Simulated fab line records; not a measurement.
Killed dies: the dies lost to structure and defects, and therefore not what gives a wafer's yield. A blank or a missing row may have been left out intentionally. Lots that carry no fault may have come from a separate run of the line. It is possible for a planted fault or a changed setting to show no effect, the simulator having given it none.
fab line records    flow sky130
record lots=13  wafers=39  last_day=50
route steps=708 shown RES_XHIGH@341 SD_N@356 LI_CONTACT@363 CONTACT@433 PAD_OPEN@708
lots with no fault: from the same line, run without faults
start_h: hours from the record's first day to the start of the lot's first wafer shown    wait_h: time in hours since the lot's previous step    " as in the row above    L1.1+2: a row that stands for several wafers    - no value, or no start given    * or withheld: withheld    < > ~ a bound
route shown NAME@n: names a module that has steps shown in the file, with the first one's number in the route    usual: the fault-free wafers' mean and standard deviation    same: alike in all rows    chamber/n: place in a boat    sites: the reading at each site    _std_site: the values' standard deviation    _edge_site: outer sites' mean less inner sites'    radius_mm: how far each site lies from the wafer's centre    mask NAME#n: copy n    behind: the last tool/chamber to shape the wafer    hold: cause of the lot's hold/its duration in hours/its outcome    device: whichever transistor did not switch (one of n, p or np)    end of line: at the end of the route, the tests of the same wafers    a step with no rows: only its recipe    killed: the dies lost at the first sort to structure and to defects; this is not the yield of the wafer    map: the dies of a wafer, with x for killed, . for not killed, _ for no die there
set.NAME: the setting the step ran with; set.NAME@STEP: the setting that earlier step ran with    model.NAME: the simulator's own value behind a step, which no gauge read
the route's steps for a sample of lots (tables are steps, rows are wafers)
services: from which hour (start_h, from the record's first day; less than 0 if before it) a tool's chamber was out of use, for how many hours, and why
## steps
# step SKY_RES_XHIGH_TW_MEAS_09
# usual RES_XHIGH_TW=1659/15
lot.wafer  tool           chamber  start_h  wait_h  RES_XHIGH_TW
L645.2     film_metro-03  -        622.49   0.1     1625
L645.3     "              -        "        "       1631
L645.5     "              -        "        "       1644
L647.2     film_metro-01  -        642.95   0.1     1664
L647.4     "              -        "        "       1670
L647.6     "              -        "        "       1666
L649.1     film_metro-03  -        659.18   0.1     1636
L649.3     "              -        "        "       1642
L649.4     "              -        "        "       1635
L650.3     film_metro-02  -        670.90   0.1     1655
L650.4     "              -        "        "       1663
L650.5     "              -        "        "       1663
L651.1     film_metro-02  -        678.73   0.1     1670
L651.4     "              -        "        "       1669
L651.6     "              -        "        "       1670
L653.2     film_metro-02  -        706.34   0.1     1665
L653.4     "              -        "        "       1667
L653.5     "              -        "        "       1670
L654.1     film_metro-01  -        706.43   0.1     1674
L654.2     "              -        "        "       1667
L654.5     "              -        "        "       1668
L655.2     film_metro-01  -        715.89   0.1     1665
L655.4     "              -        "        "       1666
L655.6     "              -        "        "       1660
L663.1     film_metro-02  -        782.04   0.1     1666
L663.2     "              -        "        "       1684
L663.5     "              -        "        "       1681
L664.4     film_metro-01  -        790.07   0.1     1666
L664.5     "              -        "        "       1660
L664.6     "              -        "        "       1668
L665.1     film_metro-02  -        794.28   0.1     1673
L665.4     "              -        "        "       1667
L665.5     "              -        "        "       1660
L667.1     film_metro-02  -        797.43   0.1     1662
L667.4     "              -        "        "       1666
L667.5     "              -        "        "       1661
L666.2     film_metro-03  -        798.64   0.1     1638
L666.3     "              -        "        "       1632
L666.4     "              -        "        "       1638
# step SKY_SD_N_RTA_14
# recipe temp_c=1075  time_s=2  idle_temp_c=650  ramp_up_c_per_s=150  ramp_down_c_per_s=90  ambient=N2
# usual chamber_o2_ppm=2.001/0.023  lamp_power_pct=15.73/0.052  wafer_temp_C_max=1078.0/1.4
lot.wafer  tool           chamber  start_h  wait_h  chamber_o2_ppm  lamp_power_pct  wafer_temp_C_max
L645.2     rtp_anneal-01  0        652.19   0.0     2.030           15.82           1078.1
L645.3     "              0        "        "       2.014           15.69           1076.4
L645.5     "              0        "        "       2.040           15.70           1081.6
L647.2     rtp_anneal-01  0        672.01   0.0     2.019           15.71           1077.7
L647.4     "              0        "        "       1.987           15.78           1079.2
L647.6     "              0        "        "       2.035           15.71           1078.7
L649.1     rtp_anneal-01  0        688.14   0.0     2.006           15.70           1080.0
L649.3     "              0        "        "       2.014           15.71           1077.8
L649.4     "              0        "        "       2.012           15.72           1077.8
L650.3     rtp_anneal-02  0        699.70   0.0     2.018           15.80           1077.6
L650.4     "              0        "        "       2.030           15.80           1080.6
L650.5     "              0        "        "       2.053           15.74           1079.2
L651.1     rtp_anneal-01  0        707.67   0.0     2.007           15.75           1076.7
L651.4     "              0        "        "       2.022           15.75           1076.6
L651.6     "              0        "        "       1.974           15.77           1076.6
L653.2     rtp_anneal-01  0        734.81   0.0     2.029           15.74           1079.2
L653.4     "              0        "        "       2.028           15.78           1080.8
L653.5     "              0        "        "       1.967           15.80           1078.9
L654.1     rtp_anneal-02  0        735.25   0.0     2.005           15.79           1079.2
L654.2     "              0        "        "       1.997           15.76           1077.9
L654.5     "              0        "        "       1.974           15.75           1076.4
L655.2     rtp_anneal-01  0        744.21   0.0     2.004           15.67           1076.0
L655.4     "              0        "        "       1.955           15.77           1077.0
L655.6     "              0        "        "       1.975           15.77           1079.3
L663.1     rtp_anneal-01  0        808.65   0.0     1.997           15.73           1078.3
L663.2     "              0        "        "       1.972           15.83           1076.8
L663.5     "              0        "        "       1.990           15.76           1077.1
L664.4     rtp_anneal-02  0        816.57   0.0     1.983           15.74           1077.4
L664.5     "              0        "        "       2.010           15.64           1076.2
L664.6     "              0        "        "       2.018           15.76           1076.9
L665.1     rtp_anneal-01  0        820.89   0.0     2.023           15.80           1078.6
L665.4     "              0        "        "       2.012           15.66           1079.5
L665.5     "              0        "        "       1.998           15.74           1075.6
L667.1     rtp_anneal-02  0        823.71   0.0     2.014           15.76           1077.5
L667.4     "              0        "        "       2.025           15.70           1077.8
L667.5     "              0        "        "       2.004           15.82           1080.6
L666.2     rtp_anneal-01  0        825.71   0.0     1.970           15.81           1078.0
L666.3     "              0        "        "       2.004           15.71           1075.3
L666.4     "              0        "        "       1.999           15.72           1079.0
# step SKY_LI_CONTACT_THK_MEAS_01
# recipe reads=PSG_of_LI_CONTACT_HDPCVD_00
# usual LI_CONTACT_HDPCVD_THK=975/7.8
lot.wafer  tool           chamber  start_h  wait_h  LI_CONTACT_HDPCVD_THK[nm]
L645.2     film_metro-03  -        652.87   0.1     986
L645.3     "              -        "        "       982
L645.5     "              -        "        "       981
L647.2     film_metro-03  -        672.67   0.1     972
L647.4     "              -        "        "       981
L647.6     "              -        "        "       989
L649.1     film_metro-02  -        688.79   0.1     982
L649.3     "              -        "        "       977
L649.4     "              -        "        "       985
L650.3     film_metro-02  -        700.36   0.1     984
L650.4     "              -        "        "       977
L650.5     "              -        "        "       972
L651.1     film_metro-01  -        708.32   0.1     968
L651.4     "              -        "        "       954
L651.6     "              -        "        "       973
L653.2     film_metro-01  -        735.46   0.1     985
L653.4     "              -        "        "       994
L653.5     "              -        "        "       993
L654.1     film_metro-02  -        735.90   0.1     973
L654.2     "              -        "        "       973
L654.5     "              -        "        "       979
L655.2     film_metro-01  -        744.86   0.1     980
L655.4     "              -        "        "       976
L655.6     "              -        "        "       980
L663.1     film_metro-03  -        809.30   0.1     991
L663.2     "              -        "        "       977
L663.5     "              -        "        "       973
L664.4     film_metro-02  -        817.23   0.0     961
L664.5     "              -        "        "       970
L664.6     "              -        "        "       964
L665.1     film_metro-03  -        821.54   0.1     978
L665.4     "              -        "        "       981
L665.5     "              -        "        "       972
L667.1     film_metro-01  -        824.38   0.1     967
L667.4     "              -        "        "       972
L667.5     "              -        "        "       976
L666.2     film_metro-03  -        826.36   0.1     974
L666.3     "              -        "        "       981
L666.4     "              -        "        "       986
# step SKY_CONTACT_CMP_27
# recipe stop_on=SiO2  t_overpolish_s=15  down_force_psi=3.5  platen_rpm=60  target_thk_nm=0  pad_velocity_m_s=0.94248
# usual edge_zone_pressure_frac=1.000/0.0051  head_pressure_psi=3.499/0.0078  motor_current_A=11.3/0.76  overpolish_run_s=15.000/0.0084  time_to_endpoint_s=82.6/2.8
lot.wafer  tool    chamber  start_h  wait_h  edge_zone_pressure_frac  head_pressure_psi  motor_current_A  overpolish_run_s  time_to_endpoint_s
L645.2     cmp-01  2        739.96   0.0     1.000                    3.506              11.3             14.999            78.9
L645.3     "       1        "        "       1.004                    3.499              10.7             14.994            84.8
L645.5     "       2        "        "       1.003                    3.490              10.5             14.990            79.4
L647.4     cmp-02  2        761.37   0.0     0.990                    3.502              11.6             14.993            81.9
L647.2     "       3        "        "       1.004                    3.508              10.5             14.991            79.4
L647.6     "       3        "        "       1.003                    3.492              10.9             15.005            78.8
L649.3     cmp-02  2        775.61   0.0     0.996                    3.490              11.1             14.998            88.4
L649.1     "       0        "        "       1.000                    3.493              10.3             14.999            84.2
L649.4     "       1        "        "       0.995                    3.496              11.8             14.996            83.3
L650.3     cmp-01  1        787.81   0.1     0.994                    3.502              11.1             15.004            85.7
L650.4     "       2        "        "       0.996                    3.508              10.4             15.001            84.1
L650.5     "       0        "        "       1.002                    3.507              12.6             14.996            84.7
L651.4     cmp-01  2        794.36   0.0     1.000                    3.498              10.7             14.993            77.8
L651.1     "       1        "        "       1.000                    3.485              11.0             15.006            80.7
L651.6     "       3        "        "       1.003                    3.509              11.0             15.012            76.7
L653.2     cmp-02  3        819.22   0.1     0.998                    3.498              11.7             14.998            84.6
L653.4     "       0        "        "       0.999                    3.508              10.3             15.000            82.6
L653.5     "       1        "        "       0.997                    3.502              11.8             14.993            82.1
L654.1     cmp-01  2        822.42   0.1     1.000                    3.492              10.5             14.990            83.8
L654.2     "       0        "        "       0.994                    3.490              12.4             14.995            82.6
L654.5     "       2        "        "       0.999                    3.492              10.7             14.985            80.7
L655.4     cmp-01  3        829.33   0.0     0.986                    3.498              11.6             15.006            82.6
L655.2     "       1        "        "       1.006                    3.494              11.1             15.013            87.1
L655.6     "       3        "        "       0.994                    3.496              11.6             14.981            82.8
L663.2     cmp-01  1        891.01   0.0     -                        -                  -                -                 -
L663.1     "       2        "        "       -                        -                  -                -                 -
L663.5     "       2        "        "       -                        -                  -                -                 -
L664.4     cmp-02  0        898.06   0.0     -                        -                  -                -                 -
L664.5     "       0        "        "       -                        -                  -                -                 -
L664.6     "       1        "        "       -                        -                  -                -                 -
L665.4     cmp-01  3        902.31   0.1     0.994                    3.498              11.8             15.008            83.0
L665.1     "       0        "        "       1.010                    3.489              12.6             15.011            83.6
L665.5     "       2        "        "       1.006                    3.498              11.2             15.000            83.1
L667.4     cmp-02  2        905.51   0.1     0.995                    3.494              11.7             14.994            84.7
L667.1     "       3        "        "       1.003                    3.507              11.2             14.997            84.2
L667.5     "       1        "        "       1.005                    3.508              11.2             15.005            84.0
L666.2     cmp-01  3        907.76   0.0     1.002                    3.505              11.0             15.012            82.8
L666.3     "       0        "        "       1.006                    3.514              13.1             15.012            81.9
L666.4     "       2        "        "       0.998                    3.507              10.8             14.995            86.2
# step SKY_PAD_OPEN_PROBE_99
# usual killed_at_M0_to_M3=44/7  killed_at_M4_up=3.2/2  killed_at_contacts=25/5.3  killed_at_front_end=15/4.3  killed_at_other=0.3/0.54  killed_dies=86/8.7  killed_on_rim=17/3.6  killed_open=47/6.4  killed_short=39/5.6
# same gross_dies=492  killed_at_back_side=0
lot.wafer  tool       chamber  start_h  wait_h  killed_at_M0_to_M3  killed_at_M4_up  killed_at_contacts  killed_at_front_end  killed_at_other  killed_dies  killed_on_rim  killed_open  killed_short
L663.1     prober-02  -        1184.59  0.1     44                  4                427                 16                   1                492          96             52           35
L663.2     prober-02  -        1184.64  0.1     41                  8                433                 10                   0                492          96             45           38
L663.5     prober-02  -        1184.79  0.2     45                  5                430                 11                   1                492          96             45           36
L664.4     prober-01  -        1190.34  0.2     56                  3                419                 12                   2                492          96             54           33
L664.5     prober-01  -        1190.39  0.2     41                  1                421                 29                   0                492          96             58           42
L664.6     prober-01  -        1190.44  0.2     41                  5                431                 15                   0                492          96             52           36
# killed by level:class
L663.1 CONTACT:area_cmp=404 VIA1:geometric_particle:open=13 VIA2:geometric_particle:open=9 LI_CONTACT:geometric_particle:open=8 CONTACT:geometric_particle:open=8 METAL2:geometric_particle:short=8 FIELD_ISO:geometric_particle:short=5 METAL1:geometric_particle:short=4
L663.2 CONTACT:area_cmp=409 VIA1:geometric_particle:open=11 CONTACT:geometric_particle:open=8 METAL2:geometric_particle:short=7 VIA1:geometric_particle:short=5 METAL4:geometric_particle:short=5 LI_CONTACT:geometric_particle:open=4 LOCAL_INTERCONNECT:geometric_particle:open=4
L663.5 CONTACT:area_cmp=411 VIA3:geometric_particle:open=10 VIA1:geometric_particle:open=8 LI_CONTACT:geometric_particle:open=7 VIA2:geometric_particle:open=7 CONTACT:geometric_particle:open=5 VIA1:geometric_particle:short=5 METAL4:geometric_particle:short=5
L664.4 CONTACT:area_cmp=404 VIA1:geometric_particle:open=14 VIA3:geometric_particle:open=14 VIA2:geometric_particle:open=10 LI_CONTACT:geometric_particle:open=7 METAL2:geometric_particle:short=6 POLY_GATE:geometric_particle:short=5 CONTACT:geometric_particle:short=3
L664.5 CONTACT:area_cmp=392 VIA1:geometric_particle:open=12 LI_CONTACT:geometric_particle:open=10 CONTACT:geometric_particle:open=8 FIELD_ISO:geometric_particle:open=6 VIA1:geometric_particle:short=6 POLY_GATE:geometric_particle:short=5 SPACER:geometric_particle:open=5
L664.6 CONTACT:area_cmp=404 LI_CONTACT:geometric_particle:open=9 CONTACT:geometric_particle:open=9 VIA1:geometric_particle:open=8 VIA2:geometric_particle:open=7 VIA3:geometric_particle:open=6 FIELD_ISO:geometric_particle:open=5 POLY_GATE:geometric_particle:open=5
## services
tool           chamber  start_h  hours  kind
cmp-02         -        629.83   1.0    repair
cmp-02         -        643.02   8.1    pm
cmp-02         -        677.96   1.3    repair
rtp_anneal-02  -        690.88   4.1    pm
cmp-01         -        711.77   2.0    repair
cmp-02         -        744.00   4.0    pm
cmp-02         -        748.00   -      consumable_replace:conditioner
cmp-02         -        748.00   -      consumable_replace:pad
cmp-01         -        761.35   9.3    pm
cmp-02         -        782.87   4.0    repair
cmp-01         -        807.41   2.2    repair
cmp-01         -        818.83   0.3    repair
cmp-02         -        829.82   3.9    repair
cmp-02         -        864.14   9.1    pm
cmp-01         -        881.58   3.0    repair
## key
first_sign step=SKY_CONTACT_CMP_27  reading=tool_record  direction=missing
effect step=SKY_PAD_OPEN_PROBE_99  reading=killed_at_contacts  direction=up  sigmas=76  usual=25  struck=427
more_kills_born_at SKY_CONTACT_CMP_27@cmp-01=1214  SKY_CONTACT_CMP_27@cmp-02=1195
met_at SKY_CONTACT_CMP_27
struck_lots L663,L664
later_rows_left_out L663.1,L663.2,L663.5,L664.4,L664.5,L664.6
tester_left_out L663,L664
not_acting_at SKY_RES_XHIGH_TW_MEAS_09,SKY_SD_N_RTA_14,SKY_LI_CONTACT_THK_MEAS_01
onset_between 829.33 891.01
fault kind=skipped_step_whole  tool=cmp-01,cmp-02  chamber=-  onset_h=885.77  steps=SKY_CONTACT_CMP_27  scope=struck_lots_only
# tester_left_out: of these lots the tester's yield and bins aren't shown, on N5 and GAA mostly nor the transistor test; their killed dies are dies lost to structure and defects alone, not to doping, threshold or leakage, so they don't give the yield
# later_rows_left_out: the simulator's readings of these wafers behind a module that went badly wrong aren't trusted and aren't shown, but for the sort
